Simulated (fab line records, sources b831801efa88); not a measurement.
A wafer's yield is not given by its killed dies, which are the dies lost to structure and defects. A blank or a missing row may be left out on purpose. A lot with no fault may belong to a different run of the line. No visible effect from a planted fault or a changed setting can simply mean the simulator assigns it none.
fab line records -- flow sky130
record: lots: 5, wafers: 23
route steps=708 shown METAL4@634 VIA4@639 METAL5@664 PASSIVATION@691 PAD_OPEN@697
start-h: hours from the record's opening day to when the first of the lot's shown wafers began -- wait-h: hours from the lot's prior step to this one -- " as in the row above -- L1.1+2: a row that stands for several wafers -- - no value, or no start given -- * or withheld: withheld -- < > ~ a bound
route shown NAME@n: NAME is a module with steps in the file, n the number in the route of the first one -- usual: mean and standard deviation over wafers with no fault -- same: alike in all rows -- chamber/n: place in a boat -- sites: the reading at each site -- _std_site: their standard deviation -- _edge_site: mean of outer sites minus mean of inner sites -- radius-mm: how far each site lies from the wafer's centre -- mask NAME#n: copy n -- behind: the last tool/chamber to shape the wafer -- hold: why the lot was held/for how many hours/how that ended -- device: names the non-switching transistor (n, p or np) -- end of line: the route-end tests of the same wafers -- step lacking rows: just its recipe -- killed: count of dies lost to structure and defects at first sort (not the wafer's yield) -- map: dies across one wafer; x = killed, . = not, _ = none there
set.NAME: setting as actually run; set.NAME@STEP: the setting as run at that earlier step -- model.NAME: the simulator's own value behind a step, which no gauge read
lots with deliberately changed settings; one table per step, one row per wafer
== steps ==
step: SKY_METAL4_METAL_ETCH_18
recipe: target-depth-a: 8450, stop-on: SiO2, over-etch-frac: 0.3, time-s: 183.1, chemistry: Cl2/BCl3, resist-sidewall-deg: 88, pressure-mtorr: 10, icp-w: 900, bias-w: 48.5, Cl2_flow_sccm: 60, bcl3-flow-sccm: 30
lot.wafer,tool,chamber,start-h,wait-h,set.icp-w,model.KrF-thick_of_METAL4_COAT_08.thk-nm
L078.2,rie-metal-02,1,1009.76,0.0,900,524.9
L078.4,rie-metal-02,0,1009.76,0.0,900,530.7
L078.6,rie-metal-02,1,1009.76,0.0,900,517.4
L079.1,rie-metal-04,1,1019.89,0.0,979.7,489.5
L079.2,rie-metal-04,0,1019.89,0.0,979.7,490.9
L079.3,rie-metal-04,0,1019.89,0.0,979.7,488.6
L079.5,rie-metal-04,1,1019.89,0.0,900,532.3
L079.6,rie-metal-04,0,1019.89,0.0,900,535.4
L081.1,rie-metal-01,0,1050.33,0.0,805.6,579.2
L081.2,rie-metal-01,1,1050.33,0.0,805.6,570.2
L081.3,rie-metal-01,1,1050.33,0.0,900,514.4
L081.5,rie-metal-01,1,1050.33,0.0,805.6,565.9
L081.6,rie-metal-01,0,1050.33,0.0,900,529.8
L082.1,rie-metal-01,1,1051.19,0.0,900,517.9
L082.3,rie-metal-01,1,1051.19,0.0,900,516.2
L082.4,rie-metal-01,0,1051.19,0.0,900,528.3
L082.5,rie-metal-01,1,1051.19,0.0,900,514.3
L082.6,rie-metal-01,0,1051.19,0.0,900,530.7
L084.1,rie-metal-04,1,1054.99,0.0,980.9,485.8
L084.2,rie-metal-04,0,1054.99,0.0,900,533.2
L084.3,rie-metal-04,1,1054.99,0.0,980.9,493.9
L084.5,rie-metal-04,0,1054.99,0.0,980.9,494.1
L084.6,rie-metal-04,1,1054.99,0.0,900,529.2
step: SKY_METAL4_STRIP_19
recipe: chemistry: O2/N2, power-w: 1400, pressure-mtorr: 1500, platen-temp-c: withheld, o2-flow-sccm: 3000, n2-flow-sccm: 300, overash-fraction: 0.5
usual: strip-time-to-endpoint-s: 6.52/0.078
lot.wafer,tool,chamber,start-h,wait-h,set.icp-w@METAL4_METAL_ETCH_18,strip-time-to-endpoint-s
L078.2,plasma-asher-02,0,1009.94,0.1,900,6.50
L078.4,plasma-asher-02,0,1009.94,0.1,900,6.57
L078.6,plasma-asher-02,0,1009.94,0.1,900,6.45
L079.1,plasma-asher-04,0,1020.07,0.1,979.7,6.17
L079.2,plasma-asher-04,1,1020.07,0.1,979.7,6.17
L079.3,plasma-asher-04,1,1020.07,0.1,979.7,6.16
L079.5,plasma-asher-04,0,1020.07,0.1,900,6.57
L079.6,plasma-asher-04,1,1020.07,0.1,900,6.61
L081.1,plasma-asher-04,0,1050.51,0.1,805.6,7.05
L081.2,plasma-asher-04,1,1050.51,0.1,805.6,6.96
L081.3,plasma-asher-04,0,1050.51,0.1,900,6.41
L081.5,plasma-asher-04,1,1050.51,0.1,805.6,6.92
L081.6,plasma-asher-04,0,1050.51,0.1,900,6.57
L082.1,plasma-asher-02,0,1051.37,0.1,900,6.44
L082.3,plasma-asher-02,1,1051.37,0.1,900,6.43
L082.4,plasma-asher-02,0,1051.37,0.1,900,6.55
L082.5,plasma-asher-02,0,1051.37,0.1,900,6.43
L082.6,plasma-asher-02,1,1051.37,0.1,900,6.57
L084.1,plasma-asher-02,0,1055.17,0.1,980.9,6.12
L084.2,plasma-asher-02,1,1055.17,0.1,900,6.59
L084.3,plasma-asher-02,0,1055.17,0.1,980.9,6.18
L084.5,plasma-asher-02,1,1055.17,0.1,980.9,6.21
L084.6,plasma-asher-02,0,1055.17,0.1,900,6.55
step: SKY_VIA4_HDPCVD_00
recipe: material: SiO2, target-thk-nm: 1750, sigma-open-frac: 0.3, time-s: 291.7, temp-c: 400, sih4-flow-sccm: 60, pressure-mtorr: 6
lot.wafer,tool,chamber,start-h,wait-h,set.sih4-flow-sccm,model.SiO2_of_VIA4_HDPCVD_00.thk-nm
L078.2,hdpcvd-02,0,1010.62,0.0,60,1779
L078.4,hdpcvd-02,1,1010.62,0.0,60,1743
L078.6,hdpcvd-02,2,1010.62,0.0,60,1753
L079.1,hdpcvd-02,0,1020.66,0.0,60,1754
L079.2+3,hdpcvd-02,"1,2",1020.66,0.0,57.1,-
L079.5,hdpcvd-02,2,1020.66,0.0,60,1745
L079.6,hdpcvd-02,0,1020.66,0.0,57.1,1653
L081.1,hdpcvd-02,1,1051.11,0.0,53.26,-
L081.2,hdpcvd-02,2,1051.11,0.0,60,1763
L081.3,hdpcvd-02,0,1051.11,0.0,53.26,1541
L081.5,hdpcvd-02,2,1051.11,0.0,60,-
L081.6,hdpcvd-02,1,1051.11,0.0,53.26,1549
L082.1,hdpcvd-02,2,1052.07,0.0,60,1758
L082.3,hdpcvd-02,1,1052.07,0.0,60,1763
L082.4,hdpcvd-02,1,1052.07,0.0,53.18,1572
L082.5,hdpcvd-02,0,1052.07,0.0,53.18,1549
L082.6,hdpcvd-02,2,1052.07,0.0,60,1742
L084.1,hdpcvd-02,2,1055.77,0.0,60,1795
L084.2,hdpcvd-02,1,1055.77,0.0,60,1754
L084.3,hdpcvd-02,0,1055.77,0.0,60,1734
L084.5+6,hdpcvd-02,"0,2",1055.77,0.0,60,-
step: SKY_VIA4_THK_MEAS_01
recipe: reads: SiO2_of_VIA4_HDPCVD_00
usual: VIA4_HDPCVD_THK: 1752/15
lot.wafer,tool,chamber,start-h,wait-h,set.sih4-flow-sccm@VIA4_HDPCVD_00,VIA4_HDPCVD_THK[nm]
L078.2,film-metro-04,-,1010.81,0.1,60,1780
L078.4,film-metro-04,-,1010.81,0.1,60,1743
L078.6,film-metro-04,-,1010.81,0.1,60,1753
L079.1,film-metro-01,-,1020.84,0.1,60,1754
L079.2,film-metro-01,-,1020.84,0.1,57.1,1654
L079.3,film-metro-01,-,1020.84,0.1,57.1,1668
L079.5,film-metro-01,-,1020.84,0.1,60,1744
L079.6,film-metro-01,-,1020.84,0.1,57.1,1654
L081.1,film-metro-01,-,1051.28,0.1,53.26,1561
L081.2,film-metro-01,-,1051.28,0.1,60,1763
L081.3,film-metro-01,-,1051.28,0.1,53.26,1539
L081.5,film-metro-01,-,1051.28,0.1,60,1771
L081.6,film-metro-01,-,1051.28,0.1,53.26,1550
L082.1,film-metro-03,-,1052.25,0.1,60,1758
L082.3,film-metro-03,-,1052.25,0.1,60,1762
L082.4,film-metro-03,-,1052.25,0.1,53.18,1572
L082.5,film-metro-03,-,1052.25,0.1,53.18,1550
L082.6,film-metro-03,-,1052.25,0.1,60,1743
L084.1,film-metro-03,-,1055.95,0.1,60,1795
L084.2,film-metro-03,-,1055.95,0.1,60,1755
L084.3,film-metro-03,-,1055.95,0.1,60,1733
L084.5,film-metro-03,-,1055.95,0.1,60,1725
L084.6,film-metro-03,-,1055.95,0.1,60,1744
step: SKY_METAL5_SPUTTER_03
recipe: material: Ti, target-thk-nm: 5, power-w: 3000, time-s: 3.3, chamber-pressure-pa: 0.4
lot.wafer,tool,chamber,start-h,wait-h,set.time-s,model.Ti_of_METAL5_SPUTTER_03.thk-nm
L078.2,pvd-sputter-02,-,1036.39,0.0,3.3,5.004
L078.4,pvd-sputter-02,-,1036.39,0.0,3.3,4.988
L078.6,pvd-sputter-02,-,1036.39,0.0,3.3,5.051
L079.1,pvd-sputter-04,-,1046.05,0.0,3.3,4.984
L079.2,pvd-sputter-04,-,1046.05,0.0,3.641,5.507
L079.3,pvd-sputter-04,-,1046.05,0.0,3.641,5.62
L079.5,pvd-sputter-04,-,1046.05,0.0,3.3,5.019
L079.6,pvd-sputter-04,-,1046.05,0.0,3.3,5.052
L081.1,pvd-sputter-02,-,1074.55,0.0,2.992,4.588
L081.2,pvd-sputter-02,-,1074.55,0.0,3.3,4.901
L081.3,pvd-sputter-02,-,1074.55,0.0,3.3,5.159
L081.5,pvd-sputter-02,-,1074.55,0.0,2.992,4.684
L081.6,pvd-sputter-02,-,1074.55,0.0,3.3,5.085
L082.1,pvd-sputter-04,-,1076.57,0.0,3.3,4.983
L082.3,pvd-sputter-04,-,1076.57,0.0,3.3,4.993
L082.4,pvd-sputter-04,-,1076.57,0.0,3.3,4.828
L082.5,pvd-sputter-04,-,1076.57,0.0,3.3,5.078
L082.6,pvd-sputter-04,-,1076.57,0.0,3.3,4.824
L084.1,pvd-sputter-02,-,1079.55,0.0,3.3,4.988
L084.2,pvd-sputter-02,-,1079.55,0.0,3.3,5.108
L084.3,pvd-sputter-02,-,1079.55,0.0,3.3,5.011
L084.5,pvd-sputter-02,-,1079.55,0.0,3.608,5.412
L084.6,pvd-sputter-02,-,1079.55,0.0,3.608,5.524
step: SKY_METAL5_SOFTBAKE_10
recipe: temp-c: 90, time-s: 60, resist: NOVOLAK
lot.wafer,tool,chamber,start-h,wait-h,set.temp-c
L078.2+4+6,litho-track-03,0,1049.20,0.1,90
L079.1+6,litho-track-03,0,1056.92,0.1,88.05
L079.2+3+5,litho-track-03,0,1056.92,0.1,90
L081.1+2+6,litho-track-04,0,1083.84,0.1,90
L081.3+5,litho-track-04,0,1083.84,0.1,93.16
L082.1+4+6,litho-track-01,0,1086.27,0.1,87.12
L082.3+5,litho-track-01,0,1086.27,0.1,90
L084.1+6,litho-track-01,0,1089.12,0.1,90
L084.2+3+5,litho-track-01,0,1089.12,0.1,87.57
step: SKY_METAL5_EXPOSE_11
recipe: mask-id: MM5, na: 0.6, source-shape: conventional, sigma-outer: 0.6, polarization: unpolarized, target-cd-nm: 1600, dose-mj: 190
step: SKY_METAL5_PEB_12
recipe: temp-c: withheld, time-s: *, resist: NOVOLAK
step: SKY_METAL5_DEVELOP_13
recipe: resist: NOVOLAK, developer: TMAH, develop-time-s: 60, dev-temp-c: 23
lot.wafer,tool,chamber,start-h,wait-h,set.temp-c@METAL5_SOFTBAKE_10,model.NOVOLAK_of_METAL5_COAT_09.thk-nm
L078.2,litho-track-01,0,1059.55,0.1,90,1795
L078.4,litho-track-01,0,1059.55,0.1,90,1794
L078.6,litho-track-01,0,1059.55,0.1,90,1793
L079.1,litho-track-03,0,1067.12,0.1,88.05,1810
L079.2+3,litho-track-03,0,1067.12,0.1,90,-
L079.5,litho-track-03,0,1067.12,0.1,90,1803
L079.6,litho-track-03,0,1067.12,0.1,88.05,1814
L081.1,litho-track-04,0,1094.14,0.1,90,-
L081.2,litho-track-04,0,1094.14,0.1,90,1804
L081.3,litho-track-04,0,1094.14,0.1,93.16,1784
L081.5,litho-track-04,0,1094.14,0.1,93.16,-
L081.6,litho-track-04,0,1094.14,0.1,90,1810
L082.1,litho-track-04,0,1096.59,0.1,87.12,1814
L082.3,litho-track-04,0,1096.59,0.1,90,1795
L082.4,litho-track-04,0,1096.59,0.1,87.12,1813
L082.5,litho-track-04,0,1096.59,0.1,90,1797
L082.6,litho-track-04,0,1096.59,0.1,87.12,1807
L084.1,litho-track-03,0,1099.62,0.1,90,1793
L084.2,litho-track-03,0,1099.62,0.1,87.57,1810
L084.3,litho-track-03,0,1099.62,0.1,87.57,1807
L084.5,litho-track-03,0,1099.62,0.1,87.57,-
L084.6,litho-track-03,0,1099.62,0.1,90,-
step: SKY_PASSIVATION_DEVELOP_10
recipe: develop-time-s: 60, dev-temp-c: 23
lot.wafer,tool,chamber,start-h,wait-h,set.develop-time-s
L078.2+4+6,litho-track-02,0,-,-,60
L079.1+2+6,litho-track-04,0,-,-,60
L079.3+5,litho-track-04,0,-,-,68.83
L081.1+2,litho-track-02,0,-,-,52.82
L081.3+5+6,litho-track-02,0,-,-,60
L082.1+5,litho-track-01,0,-,-,60
L082.3+4+6,litho-track-01,0,-,-,52.3
L084.1+5,litho-track-02,0,-,-,60
L084.2+3+6,litho-track-02,0,-,-,53.38
step: SKY_PASSIVATION_ETCH_11
recipe: chemistry: CF4/O2, target-depth-nm: 725, stop-on: AlCu, source-w: 800, bias-w: 150, pressure-mtorr: 150, cf4-flow-sccm: 80, O2_flow_sccm: 10, time-s: 161.1
lot.wafer,tool,chamber,start-h,wait-h,set.develop-time-s@PASSIVATION_DEVELOP_10,model.PASSIVATION.cd-nm
L078.2,rie-diel-03,3,1082.05,-,60,2995
L078.4,rie-diel-03,2,1082.05,-,60,2981
L078.6,rie-diel-03,3,1082.05,-,60,2994
L079.1,rie-diel-02,1,1088.84,-,60,3001
L079.2,rie-diel-02,0,1088.84,-,60,3003
L079.3,rie-diel-02,2,1088.84,-,68.83,3018
L079.5,rie-diel-02,3,1088.84,-,68.83,3020
L079.6,rie-diel-02,2,1088.84,-,60,3005
L081.1,rie-diel-04,2,1115.15,-,52.82,2983
L081.2,rie-diel-04,3,1115.15,-,52.82,2991
L081.3,rie-diel-04,0,1115.15,-,60,3003
L081.5,rie-diel-04,1,1115.15,-,60,2998
L081.6,rie-diel-04,0,1115.15,-,60,3005
L082.1,rie-diel-02,3,1117.97,-,60,2988
L082.3,rie-diel-02,2,1117.97,-,52.3,2979
L082.4,rie-diel-02,1,1117.97,-,52.3,2973
L082.5,rie-diel-02,1,1117.97,-,60,2990
L082.6,rie-diel-02,0,1117.97,-,52.3,2975
L084.1,rie-diel-02,3,1120.45,-,60,2991
L084.2,rie-diel-02,0,1120.45,-,53.38,2980
L084.3,rie-diel-02,2,1120.45,-,53.38,2978
L084.5,rie-diel-02,1,1120.45,-,60,2987
L084.6,rie-diel-02,2,1120.45,-,53.38,2976
step: SKY_PAD_OPEN_SOFTBAKE_03
recipe: temp-c: 110, time-s: withheld
lot.wafer,tool,chamber,start-h,wait-h,set.temp-c
L078.2+4+6,litho-track-02,0,1092.39,0.1,110
L079.1+2,litho-track-04,0,1099.49,0.1,110
L079.3+5+6,litho-track-04,0,1099.49,0.1,111.1
L081.1+2+3+5+6,litho-track-04,0,1124.54,0.1,110
L082.1+4,litho-track-02,0,1127.45,0.1,106.8
L082.3+5+6,litho-track-02,0,1127.45,0.1,110
L084.1+2,litho-track-02,0,1130.15,0.1,110
L084.3+5+6,litho-track-02,0,1130.15,0.1,107.5
step: SKY_PAD_OPEN_DEVELOP_06
recipe: develop-time-s: 60, dev-temp-c: 23
lot.wafer,tool,chamber,start-h,wait-h,set.develop-time-s,set.temp-c@PAD_OPEN_SOFTBAKE_03,model.coat_of_PAD_OPEN_COAT_02.thk-nm
L078.2,litho-track-02,0,-,-,60,110,3011
L078.4,litho-track-02,0,-,-,60,110,3008
L078.6,litho-track-02,0,-,-,60,110,3005
L079.1,litho-track-04,0,-,-,60,110,3009
L079.2,litho-track-04,0,-,-,60,110,3007
L079.3,litho-track-04,0,-,-,60,111.1,2996
L079.5+6,litho-track-04,0,-,-,51.42,111.1,2999
L081.1,litho-track-02,0,-,-,60,110,3005
L081.2,litho-track-02,0,-,-,60,110,3002
L081.3,litho-track-02,0,-,-,64.97,110,3005
L081.5,litho-track-02,0,-,-,60,110,3008
L081.6,litho-track-02,0,-,-,64.97,110,3004
L082.1,litho-track-04,0,-,-,60,106.8,3033
L082.3,litho-track-04,0,-,-,52.54,110,3015
L082.4,litho-track-04,0,-,-,52.54,106.8,3033
L082.5,litho-track-04,0,-,-,52.54,110,3019
L082.6,litho-track-04,0,-,-,60,110,3011
L084.1+2,litho-track-02,0,-,-,60,110,3003
L084.3,litho-track-02,0,-,-,60,107.5,3014
L084.5+6,litho-track-02,0,-,-,60,107.5,3025
== key ==
split: step: SKY_METAL4_METAL_ETCH_18, setting: icp-w, stated: 900, by: wafer
response: step: SKY_METAL4_METAL_ETCH_18, reading: model.KrF-thick_of_METAL4_COAT_08.thk-nm, change: -4.72, per: 1%, r: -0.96
response: step: SKY_METAL4_STRIP_19, reading: strip-time-to-endpoint-s, change: *, per: 1%, r: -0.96
split: step: SKY_VIA4_HDPCVD_00, setting: sih4-flow-sccm, stated: 60, by: wafer
response: step: SKY_VIA4_HDPCVD_00, reading: model.SiO2_of_VIA4_HDPCVD_00.thk-nm, change: +18, per: 1%, r: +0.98
response: step: SKY_VIA4_THK_MEAS_01, reading: VIA4_HDPCVD_THK, change: +18.2, per: 1%, r: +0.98
split: step: SKY_METAL5_SPUTTER_03, setting: time-s, stated: 3.3, by: wafer
response: step: SKY_METAL5_SPUTTER_03, reading: model.Ti_of_METAL5_SPUTTER_03.thk-nm, change: +0.0481, per: 1%, r: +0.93
split: step: SKY_METAL5_SOFTBAKE_10, setting: temp-c, stated: 90, by: wafer
response: step: SKY_METAL5_DEVELOP_13, reading: model.NOVOLAK_of_METAL5_COAT_09.thk-nm, change: -5.29, per: 1%, r: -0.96
split: step: SKY_PASSIVATION_DEVELOP_10, setting: develop-time-s, stated: 60, by: wafer
response: step: SKY_PASSIVATION_ETCH_11, reading: model.PASSIVATION.cd-nm, change: +1.08, per: 1%, r: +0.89
split: step: SKY_PAD_OPEN_SOFTBAKE_03, setting: temp-c, stated: 110, by: wafer
response: step: SKY_PAD_OPEN_DEVELOP_06, reading: model.coat_of_PAD_OPEN_COAT_02.thk-nm, change: -7.1, per: 1%, r: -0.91
split: step: SKY_PAD_OPEN_DEVELOP_06, setting: develop-time-s, stated: 60, by: wafer
response none clear
